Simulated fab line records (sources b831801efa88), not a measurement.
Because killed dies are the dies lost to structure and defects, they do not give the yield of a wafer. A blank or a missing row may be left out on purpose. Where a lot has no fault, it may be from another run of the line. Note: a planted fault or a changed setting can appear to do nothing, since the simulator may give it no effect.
fab line records + flow gf180mcu
record
- lots=14
- wafers=42
- last_day=34
route steps=602 shown NWELL@51 POLY_GATE@167 HV_LDD@226 CONTACT@291
lots that met no fault: from a run of the same line without faults
start_h: the number of hours between the record's first day and the start of the first shown wafer of the lot + wait_h: hours from the lot's prior step to this one + " unchanged from the row above + L1.1+2: one row covering several wafers at once + - value missing, or start not given + * or withheld: withheld + < > ~ a bound
route shown NAME@n: names a module that has steps shown in the file, with the first one's number in the route + usual: mean/standard deviation of fault-free wafers + same: alike in all rows + chamber/n: place in a boat + sites: the reading at each site + _std_site: standard deviation of those values + _edge_site: mean of outer sites minus mean of inner sites + radius_mm: for every site, how far away it sits from the centre of the wafer + mask NAME#n: copy n + behind: the last tool/chamber to shape the wafer + hold: reason for holding the lot/hours on hold/outcome of the hold + device: whichever transistor did not switch (one of n, p or np) + end of line: the same wafers' tests at the end of the route + where a step has no rows: the recipe by itself + killed: not the wafer's yield, but the dies lost to structure and defects at the first sort + map: per-die view of a wafer (x killed, . not killed, _ where there is no die)
set.NAME: the setting as run; set.NAME@STEP: as run at that earlier step + model.NAME: the simulator's own value behind a step, which no gauge read
the route's steps for a sample of lots (tables are steps, rows are wafers)
services: from which hour (start_h, from the record's first day; less than 0 if before it) a tool's chamber was out of use, for how many hours, and why
## steps
# step GF_NWELL_IMPLANT_09
# recipe
- species=P
- energy_kev=160
- dose_cm2=4e+12
- tilt_deg=0
# usual
- beam_energy_keV=160.00/0.051
| lot.wafer | tool         | chamber | start_h | wait_h | beam_energy_keV |
|-----------|--------------|---------|---------|--------|-----------------|
| L109.2    | implanter-02 | 0       | 58.37   | 0.1    | 159.98          |
| L109.3    | "            | 0       | "       | "      | 160.05          |
| L109.6    | "            | 0       | "       | "      | 159.94          |
| L110.1    | implanter-02 | 0       | 61.02   | 0.1    | 159.97          |
| L110.5    | "            | 0       | "       | "      | 159.97          |
| L110.6    | "            | 0       | "       | "      | 159.92          |
| L115.2    | implanter-02 | 0       | 87.94   | 0.1    | 164.48          |
| L115.4    | "            | 0       | "       | "      | 164.41          |
| L115.5    | "            | 0       | "       | "      | 164.48          |
| L116.2    | implanter-02 | 0       | 91.84   | 0.1    | 164.56          |
| L116.3    | "            | 0       | "       | "      | 164.55          |
| L116.4    | "            | 0       | "       | "      | 164.55          |
| L117.2    | implanter-04 | 0       | 99.06   | 0.1    | 160.02          |
| L117.5    | "            | 0       | "       | "      | 159.99          |
| L117.6    | "            | 0       | "       | "      | 160.01          |
| L120.1    | implanter-01 | 0       | 115.98  | 0.1    | 159.96          |
| L120.2    | "            | 0       | "       | "      | 159.96          |
| L120.6    | "            | 0       | "       | "      | 159.99          |
| L121.1    | implanter-01 | 0       | 120.53  | 0.1    | 160.03          |
| L121.3    | "            | 0       | "       | "      | 160.01          |
| L121.6    | "            | 0       | "       | "      | 160.04          |
| L122.1    | implanter-01 | 0       | 126.97  | 0.1    | 160.11          |
| L122.2    | "            | 0       | "       | "      | 160.04          |
| L122.6    | "            | 0       | "       | "      | 159.98          |
| L123.2    | implanter-04 | 0       | 132.67  | 0.1    | 160.05          |
| L123.5    | "            | 0       | "       | "      | 159.96          |
| L123.6    | "            | 0       | "       | "      | 159.98          |
| L124.3    | implanter-04 | 0       | 137.42  | 0.1    | 160.02          |
| L124.4    | "            | 0       | "       | "      | 159.97          |
| L124.6    | "            | 0       | "       | "      | 160.13          |
| L125.2    | implanter-01 | 0       | 143.22  | 0.1    | 160.02          |
| L125.3    | "            | 0       | "       | "      | 159.95          |
| L125.4    | "            | 0       | "       | "      | 159.96          |
| L126.1    | implanter-04 | 0       | 149.13  | 0.1    | 160.02          |
| L126.4    | "            | 0       | "       | "      | 160.02          |
| L126.6    | "            | 0       | "       | "      | 160.10          |
| L128.2    | implanter-01 | 0       | 158.57  | 0.1    | 160.04          |
| L128.5    | "            | 0       | "       | "      | 160.14          |
| L128.6    | "            | 0       | "       | "      | 160.06          |
| L131.3    | implanter-01 | 0       | 173.93  | 0.1    | 159.98          |
| L131.4    | "            | 0       | "       | "      | 159.94          |
| L131.5    | "            | 0       | "       | "      | 159.95          |
# step GF_POLY_GATE_CD_MEAS_10
# recipe
- target_cd_nm=280
# usual
- cd_nm=280.4/1.4
| lot.wafer | tool      | chamber | start_h | wait_h | cd_nm |
|-----------|-----------|---------|---------|--------|-------|
| L109.2    | cd_sem-02 | -       | 199.50  | 0.1    | 279.6 |
| L109.3    | "         | -       | "       | "      | 279.6 |
| L109.6    | "         | -       | "       | "      | 280.5 |
| L110.1    | cd_sem-02 | -       | 203.64  | 0.1    | 280.6 |
| L110.5    | "         | -       | "       | "      | 279.7 |
| L110.6    | "         | -       | "       | "      | 281.6 |
| L115.2    | cd_sem-01 | -       | 238.25  | 0.1    | 281.5 |
| L115.4    | "         | -       | "       | "      | 281.1 |
| L115.5    | "         | -       | "       | "      | 282.9 |
| L116.2    | cd_sem-02 | -       | 246.90  | 0.1    | 277.5 |
| L116.3    | "         | -       | "       | "      | 277.2 |
| L116.4    | "         | -       | "       | "      | 277.5 |
| L117.2    | cd_sem-01 | -       | 256.36  | 0.1    | 276.3 |
| L117.5    | "         | -       | "       | "      | 277.2 |
| L117.6    | "         | -       | "       | "      | 277.6 |
| L120.1    | cd_sem-01 | -       | 274.38  | 0.1    | 279.5 |
| L120.2    | "         | -       | "       | "      | 278.8 |
| L120.6    | "         | -       | "       | "      | 278.5 |
| L121.1    | cd_sem-02 | -       | 280.56  | 0.1    | 280.3 |
| L121.3    | "         | -       | "       | "      | 280.4 |
| L121.6    | "         | -       | "       | "      | 281.4 |
| L122.1    | cd_sem-01 | -       | 287.28  | 0.1    | 281.3 |
| L122.2    | "         | -       | "       | "      | 279.5 |
| L122.6    | "         | -       | "       | "      | 280.8 |
| L123.2    | cd_sem-02 | -       | 294.28  | 0.1    | 277.6 |
| L123.5    | "         | -       | "       | "      | 278.8 |
| L123.6    | "         | -       | "       | "      | 279.2 |
| L124.3    | cd_sem-02 | -       | 300.67  | 0.1    | 281.0 |
| L124.4    | "         | -       | "       | "      | 280.6 |
| L124.6    | "         | -       | "       | "      | 282.4 |
| L125.2    | cd_sem-02 | -       | 310.01  | 0.1    | 281.1 |
| L125.3    | "         | -       | "       | "      | 280.5 |
| L125.4    | "         | -       | "       | "      | 281.0 |
| L126.1    | cd_sem-02 | -       | 318.29  | 0.1    | 280.8 |
| L126.4    | "         | -       | "       | "      | 280.8 |
| L126.6    | "         | -       | "       | "      | 281.3 |
| L128.2    | cd_sem-01 | -       | 328.93  | 0.1    | 281.1 |
| L128.5    | "         | -       | "       | "      | 281.1 |
| L128.6    | "         | -       | "       | "      | 280.5 |
| L131.3    | cd_sem-01 | -       | 350.90  | 0.2    | 278.6 |
| L131.4    | "         | -       | "       | "      | 277.6 |
| L131.5    | "         | -       | "       | "      | 279.9 |
# step GF_HV_LDD_TW_MEAS_50
# usual
- HV_LDD_4_TW=572/6.8
| lot.wafer | tool          | chamber | start_h | wait_h | HV_LDD_4_TW |
|-----------|---------------|---------|---------|--------|-------------|
| L109.2    | film_metro-04 | -       | 276.35  | 0.1    | 582         |
| L109.3    | "             | -       | "       | "      | 582         |
| L109.6    | "             | -       | "       | "      | 579         |
| L110.1    | film_metro-04 | -       | 279.97  | 0.1    | 585         |
| L110.5    | "             | -       | "       | "      | 580         |
| L110.6    | "             | -       | "       | "      | 579         |
| L115.2    | film_metro-01 | -       | 321.48  | 0.1    | 577         |
| L115.4    | "             | -       | "       | "      | 576         |
| L115.5    | "             | -       | "       | "      | 575         |
| L116.2    | film_metro-02 | -       | 330.73  | 0.1    | 565         |
| L116.3    | "             | -       | "       | "      | 566         |
| L116.4    | "             | -       | "       | "      | 566         |
| L117.2    | film_metro-01 | -       | 341.68  | 0.1    | 575         |
| L117.5    | "             | -       | "       | "      | 574         |
| L117.6    | "             | -       | "       | "      | 574         |
| L120.1    | film_metro-01 | -       | 361.52  | 0.1    | 575         |
| L120.2    | "             | -       | "       | "      | 571         |
| L120.6    | "             | -       | "       | "      | 578         |
| L121.1    | film_metro-02 | -       | 369.22  | 0.1    | 569         |
| L121.3    | "             | -       | "       | "      | 566         |
| L121.6    | "             | -       | "       | "      | 569         |
| L122.1    | film_metro-04 | -       | 376.02  | 0.1    | 579         |
| L122.2    | "             | -       | "       | "      | 577         |
| L122.6    | "             | -       | "       | "      | 580         |
| L123.2    | film_metro-04 | -       | 384.13  | 0.1    | 579         |
| L123.5    | "             | -       | "       | "      | 581         |
| L123.6    | "             | -       | "       | "      | 581         |
| L124.3    | film_metro-01 | -       | 388.33  | 0.1    | 575         |
| L124.4    | "             | -       | "       | "      | 576         |
| L124.6    | "             | -       | "       | "      | 574         |
| L125.2    | film_metro-01 | -       | 399.57  | 0.1    | 574         |
| L125.3    | "             | -       | "       | "      | 574         |
| L125.4    | "             | -       | "       | "      | 575         |
| L126.1    | film_metro-01 | -       | 409.33  | 0.1    | 571         |
| L126.4    | "             | -       | "       | "      | 574         |
| L126.6    | "             | -       | "       | "      | 572         |
| L128.2    | film_metro-02 | -       | 421.33  | 0.1    | 562         |
| L128.5    | "             | -       | "       | "      | 562         |
| L128.6    | "             | -       | "       | "      | 563         |
| L131.3    | film_metro-04 | -       | 447.70  | 0.1    | 581         |
| L131.4    | "             | -       | "       | "      | 581         |
| L131.5    | "             | -       | "       | "      | 581         |
# step GF_CONTACT_CMP_04
# recipe
- material=SiO2
- down_force_psi=4
- platen_rpm=60
- pad_velocity_m_s=0.94248
# usual
- motor_current_A=12.4/1.2
- time_to_endpoint_s=111/9.4
| lot.wafer | tool   | chamber | start_h | wait_h | motor_current_A | time_to_endpoint_s |
|-----------|--------|---------|---------|--------|-----------------|--------------------|
| L109.2    | cmp-01 | 0       | 342.67  | 0.0    | 11.6            | 106                |
| L109.3    | "      | 2       | "       | "      | 14.1            | 98                 |
| L109.6    | "      | 0       | "       | "      | 11.9            | 108                |
| L110.1    | cmp-01 | 0       | 347.41  | 0.1    | 11.4            | 110                |
| L110.6    | "      | 3       | "       | "      | 13.7            | 107                |
| L110.5    | "      | 0       | "       | "      | 11.2            | 125                |
| L115.2    | cmp-01 | 1       | 391.70  | 0.0    | 12.4            | 105                |
| L115.4    | "      | 2       | "       | "      | 13.5            | 102                |
| L115.5    | "      | 1       | "       | "      | 12.2            | 118                |
| L116.4    | cmp-01 | 2       | 400.70  | 0.0    | 13.3            | 108                |
| L116.2    | "      | 0       | "       | "      | 11.7            | 106                |
| L116.3    | "      | 1       | "       | "      | 12.4            | 105                |
| L117.2    | cmp-02 | 3       | 413.20  | 0.2    | 11.5            | 104                |
| L117.6    | "      | 0       | "       | "      | 12.7            | 120                |
| L117.5    | "      | 1       | "       | "      | 13.8            | 118                |
| L120.2    | cmp-01 | 0       | 436.21  | 0.0    | 11.7            | 107                |
| L120.1    | "      | 3       | "       | "      | 13.6            | 96                 |
| L120.6    | "      | 1       | "       | "      | 12.0            | 111                |
| L121.1    | cmp-02 | 3       | 444.16  | 0.1    | 11.9            | 107                |
| L121.3    | "      | 1       | "       | "      | 13.6            | 115                |
| L121.6    | "      | 3       | "       | "      | 11.6            | 122                |
| L122.1    | cmp-02 | 3       | 451.50  | 0.1    | 11.8            | 112                |
| L122.2    | "      | 0       | "       | "      | 13.2            | 113                |
| L122.6    | "      | 2       | "       | "      | 9.9             | 108                |
| L123.2    | cmp-02 | 1       | 459.96  | 0.0    | 14.1            | 120                |
| L123.5    | "      | 1       | "       | "      | 14.2            | 131                |
| L123.6    | "      | 2       | "       | "      | 10.9            | 116                |
| L124.3    | cmp-01 | 3       | 465.66  | 0.1    | 13.1            | 100                |
| L124.4    | "      | 0       | "       | "      | 11.5            | 110                |
| L124.6    | "      | 2       | "       | "      | 14.2            | 108                |
| L125.4    | cmp-01 | 3       | 477.11  | 0.0    | 13.1            | 100                |
| L125.2    | "      | 0       | "       | "      | 11.8            | 106                |
| L125.3    | "      | 1       | "       | "      | 12.1            | 100                |
| L126.1    | cmp-01 | 2       | 488.64  | 0.1    | 13.8            | 102                |
| L126.4    | "      | 0       | "       | "      | 11.2            | 113                |
| L126.6    | "      | 3       | "       | "      | 13.1            | 115                |
| L128.2    | cmp-02 | 0       | 499.04  | 0.0    | 12.8            | 128                |
| L128.6    | "      | 0       | "       | "      | 13.1            | 134                |
| L128.5    | "      | 1       | "       | "      | 13.2            | 135                |
| L131.4    | cmp-01 | 1       | 524.82  | 0.1    | 11.9            | 108                |
| L131.3    | "      | 2       | "       | "      | 13.2            | 96                 |
| L131.5    | "      | 0       | "       | "      | 12.0            | 108                |
## services
| tool         | chamber | start_h | hours | kind   |
|--------------|---------|---------|-------|--------|
| cmp-01       | -       | 34.41   | 1.5   | repair |
| cmp-01       | -       | 39.65   | 1.5   | repair |
| implanter-01 | -       | 52.41   | 7.1   | pm     |
| cmp-01       | -       | 64.02   | 4.0   | pm     |
| cmp-01       | -       | 87.04   | 4.3   | repair |
| cmp-01       | -       | 87.87   | 0.9   | repair |
| cmp-01       | -       | 100.20  | 1.0   | repair |
| cmp-02       | -       | 114.37  | 6.4   | pm     |
| cmp-02       | -       | 123.08  | 2.1   | repair |
| cmp-01       | -       | 144.80  | 0.8   | repair |
| cmp-02       | -       | 221.06  | 0.4   | repair |
| cmp-02       | -       | 232.04  | 4.0   | pm     |
| cmp-01       | -       | 316.84  | 4.5   | pm     |
| cmp-01       | -       | 325.04  | 1.9   | repair |
| implanter-01 | -       | 347.69  | 2.1   | repair |
| implanter-01 | -       | 350.09  | 2.4   | repair |
| cmp-01       | -       | 366.36  | 1.4   | repair |
| implanter-01 | -       | 371.10  | 2.9   | pm     |
| cmp-01       | -       | 371.11  | 1.3   | repair |
| cmp-01       | -       | 372.97  | 4.4   | pm     |
| cmp-01       | -       | 404.02  | 4.0   | pm     |
| implanter-01 | -       | 435.83  | 0.9   | repair |
| cmp-01       | -       | 451.22  | 1.0   | repair |
| implanter-01 | -       | 485.25  | 4.6   | pm     |
## key
first_sign
- step=GF_NWELL_IMPLANT_09
- reading=beam_energy_keV
- direction=up
- sigmas=88
- usual=160.00
- struck=164.51
effect none on later readings
met_at GF_NWELL_IMPLANT_09
struck_lots L115,L116
rows_end L115.2
tester_left_out L115,L116
not_acting_at GF_POLY_GATE_CD_MEAS_10,GF_HV_LDD_TW_MEAS_50,GF_CONTACT_CMP_04
onset_between 61.02 87.94
fault
- kind=process_parameter_drift
- tool=implanter-02
- chamber=-
- onset_h=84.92
- steps=GF_NWELL_IMPLANT_09
- channel=energy_kev
- offset=4.5391
- shape=step
- end_h=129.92
- acts_in=these_recipes_only
- stated=160
# tester_left_out: of these lots the tester's yield and bins aren't shown, on N5 and GAA mostly nor the transistor test; their killed dies are dies lost to structure and defects alone, not to doping, threshold or leakage, so they don't give the yield
# rows_end: these wafers met a further fault down the route, and their rows from its step on are left out
